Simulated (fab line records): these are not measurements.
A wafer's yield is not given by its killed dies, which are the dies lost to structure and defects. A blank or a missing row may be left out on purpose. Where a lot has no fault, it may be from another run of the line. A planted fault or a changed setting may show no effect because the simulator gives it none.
Which of the tools did it?    flow gf180mcu    14 lots with 42 wafers sampled at 5 steps, on a route of 602 steps

== WHAT THE GAUGES READ, wafer by wafer ==
GF_MIM_THK_MEAS_11: measures by xrf. Usual: MIM_ALCU_THK gives 201.9 nm (standard deviation 2.2).
lot   measured      on             MIM_ALCU_THK (nm)  flag
L137  day 24 18:10  film_metro-01  202.1 200.1 201.0  
L138  day 24 19:47  film_metro-02  202.9 201.4 201.5  
L139  day 25 15:43  film_metro-04  202.1 203.2 202.8  
L143  day 26 16:38  film_metro-01  201.2 203.2 201.6  
L144  day 27 03:03  film_metro-02  199.4 202.9 199.9  
L150  day 28 16:40  film_metro-04  201.1 199.8 199.1  
L151  day 28 19:06  film_metro-01  199.8 201.0 197.3  
L154  day 30 04:10  film_metro-01  198.9 201.0 199.5  
L155  day 30 06:02  film_metro-01  203.0 203.4 201.5  
L156  day 30 09:07  film_metro-04  201.9 199.4 201.1  
L157  day 30 12:31  film_metro-02  204.1 204.4 205.3  
L158  day 31 00:31  film_metro-04  203.5 199.7 200.7  
L159  day 31 03:01  film_metro-01  203.0 201.2 199.0  
L160  day 31 22:18  film_metro-01  199.1 200.0 202.0  

GF_PASSIVATION_THK_MEAS_03. Usual: PASSIVATION_CVD_02_THK gives 702 nm (standard deviation 9.7).
lot   measured      on             PASSIVATION_CVD_02_THK (nm)  flag
L137  day 28 10:11  film_metro-02  700 695 705                  
L138  day 28 11:43  film_metro-01  695 706 704                  
L139  day 29 04:13  film_metro-02  702 711 720                  
L143  day 30 04:11  film_metro-02  884 696 704                  OFF
L144  day 30 13:16  film_metro-03  903 697 722                  OFF
L150  day 32 00:44  film_metro-03  700 705 711                  
L151  day 32 01:59  film_metro-02  685 692 688                  
L154  day 33 05:06  film_metro-01  709 708 713                  
L155  day 33 06:45  film_metro-01  700 710 707                  
L156  day 33 11:44  film_metro-03  693 689 714                  
L157  day 33 14:10  film_metro-03  694 714 706                  
L158  day 33 22:28  film_metro-02  708 692 714                  
L159  day 33 23:42  film_metro-03  706 713 705                  
L160  day 34 16:59  film_metro-03  705 701 717                  

== TOOL THAT RAN EACH LOT (tool first, then ch and the chambers of the sampled wafers, then the start) ==
lot   GF_V4_ETCH_17                                  GF_TOP_METAL_STRIP_17                 GF_PASSIVATION_CVD_02
L137  rie_diel-01 ch 1,2, day 24 18:10 or earlier    plasma_asher-01 ch 0,1, day 28 09:13  pecvd-02 ch 0,1,2, day 28 09:54
L138  rie_diel-01 ch 1,3, day 24 19:47 or earlier    plasma_asher-01 ch 1, day 28 10:43    pecvd-02 ch 1,2, day 28 11:25
L139  rie_diel-01 ch 1,3, day 25 15:43 or earlier    plasma_asher-01 ch 0,1, day 29 03:13  pecvd-03 ch 1,2, day 29 03:55
L143  rie_diel-03 ch 1,2, day 26 16:38 or earlier    plasma_asher-02 ch 0,1, day 30 03:13  pecvd-03 ch 0,2, day 30 03:53
L144  rie_diel-03 ch 1,3, day 27 03:03 or earlier    plasma_asher-01 ch 0,1, day 30 12:18  pecvd-03 ch 0,2, day 30 12:58
L150  rie_diel-04 ch 0,1,3, day 28 16:40 or earlier  plasma_asher-03 ch 0,1, day 31 23:36  pecvd-02 ch 1,2, day 32 00:18
L151  rie_diel-04 ch 2,3, day 28 19:06 or earlier    plasma_asher-01 ch 0,1, day 32 00:49  pecvd-02 ch 1,2, day 32 01:31
L154  rie_diel-01 ch 0,2,3, day 30 04:10 or earlier  plasma_asher-03 ch 0,1, day 33 04:09  pecvd-01 ch 1,2, day 33 04:47
L155  rie_diel-03 ch 0,2,3, day 30 06:02 or earlier  plasma_asher-03 ch 0,1, day 33 05:48  pecvd-03 ch 1,2, day 33 06:26
L156  rie_diel-01 ch 0,1,3, day 30 09:07 or earlier  plasma_asher-03 ch 0,1, day 33 10:28  pecvd-02 ch 0,1,2, day 33 11:26
L157  rie_diel-03 ch 2,3, day 30 12:31 or earlier    plasma_asher-03 ch 0,1, day 33 12:35  pecvd-02 ch 1,2, day 33 13:52
L158  rie_diel-04 ch 0,2,3, day 31 00:31 or earlier  plasma_asher-01 ch 0,1, day 33 21:25  pecvd-03 ch 0,1,2, day 33 22:11
L159  rie_diel-04 ch 1,2, day 31 03:01 or earlier    plasma_asher-02 ch 0,1, day 33 22:45  pecvd-02 ch 0,1, day 33 23:23
L160  rie_diel-01 ch 1,2,3, day 31 22:18 or earlier  plasma_asher-01 ch 0,1, day 34 16:02  pecvd-02 ch 0,2, day 34 16:42
- GF_V4_ETCH_17: etches SiO2 in C4F8/O2/Ar, stops on TiN, target depth 630 nm.
- GF_TOP_METAL_STRIP_17: strips in O2/N2.
- GF_PASSIVATION_CVD_02: deposits Si3N4, target thk 700 nm, time 486.18 s.

== WHAT THE TOOLS THEMSELVES READ (means of the sampled wafers that have a number; where no wafer has one, the mark that the record gives instead) ==
GF_V4_ETCH_17. Usual: oes_product_au 0.856 a.u., standard deviation 0.0045.
lot   tool         oes_product_au (a.u.)  flag
L137  rie_diel-01  0.853                  
L138  rie_diel-01  0.854                  
L139  rie_diel-01  0.852                  
L143  rie_diel-03  0.855                  
L144  rie_diel-03  0.851                  
L150  rie_diel-04  0.856                  
L151  rie_diel-04  0.855                  
L154  rie_diel-01  0.854                  
L155  rie_diel-03  0.861                  
L156  rie_diel-01  0.857                  
L157  rie_diel-03  0.857                  
L158  rie_diel-04  0.854                  
L159  rie_diel-04  0.855                  
L160  rie_diel-01  0.856                  

GF_TOP_METAL_STRIP_17. Usual: drypump_motor_current_A 5.9 A, standard deviation 0.43; heater_power_w 371 W, standard deviation 35; oes_product_au 0.709 a.u., standard deviation 0.0049; strip_time_to_endpoint_s 12.88 s, standard deviation 0.088.
lot   tool             drypump_motor_current_A (A)  heater_power_w (W)  oes_product_au (a.u.)  strip_time_to_endpoint_s (s)  flag
L137  plasma_asher-01  6.0                          347                 0.716                  13.03                         
L138  plasma_asher-01  6.2                          363                 0.711                  13.01                         
L139  plasma_asher-01  6.1                          356                 0.707                  12.80                         
L143  plasma_asher-02  6.4                          344                 0.708                  12.75                         
L144  plasma_asher-01  6.1                          358                 0.709                  12.80                         
L150  plasma_asher-03  5.3                          427                 0.707                  12.95                         
L151  plasma_asher-01  6.1                          359                 0.711                  12.84                         
L154  plasma_asher-03  5.3                          426                 0.717                  12.80                         
L155  plasma_asher-03  5.5                          406                 0.709                  12.96                         
L156  plasma_asher-03  5.3                          417                 0.706                  12.86                         
L157  plasma_asher-03  5.3                          424                 0.710                  12.96                         
L158  plasma_asher-01  6.1                          357                 0.707                  12.81                         
L159  plasma_asher-02  6.4                          348                 0.707                  12.92                         
L160  plasma_asher-01  6.1                          343                 0.712                  12.91                         

GF_PASSIVATION_CVD_02. Usual: heater_power_w 737 W, standard deviation 110.
lot   tool      heater_power_w (W)  flag
L137  pecvd-02  773                 
L138  pecvd-02  752                 
L139  pecvd-03  808                 
L143  pecvd-03  665                 
L144  pecvd-03  766                 
L150  pecvd-02  755                 
L151  pecvd-02  782                 
L154  pecvd-01  550                 
L155  pecvd-03  797                 
L156  pecvd-02  774                 
L157  pecvd-02  670                 
L158  pecvd-03  750                 
L159  pecvd-02  730                 
L160  pecvd-02  650                 

== THE ANSWER, worked out from the rows above alone ==
Rule: lot off if the mean of its wafers having a number is beyond 3 standard deviations from the usual mean. A lot without any number at a reading at which 4 lots or more have one is off too. Any other lot the step has rows for is counted as sound. The gauges are gone through in route order, then the tools' own readings, and for those a lot's mean is taken as printed above. At the first step where some lot is off, the reading lying furthest off is the one used; lots without a number count as furthest.
Off: at GF_PASSIVATION_THK_MEAS_03 (PASSIVATION_CVD_02_THK), L143, L144.
If a tool, at a process step before that reading, ran all the lots that are off and no sound lot after the first of them, it fits. Gauges at GF_PASSIVATION_THK_MEAS_03: tried the same way as those tools. Because GF_V4_ETCH_17 lacks a start for some lots, the hours and order of its lots are taken from GF_MIM_THK_MEAS_11. None of those tried fits.

== WHAT THE SIMULATOR PUT IN ==
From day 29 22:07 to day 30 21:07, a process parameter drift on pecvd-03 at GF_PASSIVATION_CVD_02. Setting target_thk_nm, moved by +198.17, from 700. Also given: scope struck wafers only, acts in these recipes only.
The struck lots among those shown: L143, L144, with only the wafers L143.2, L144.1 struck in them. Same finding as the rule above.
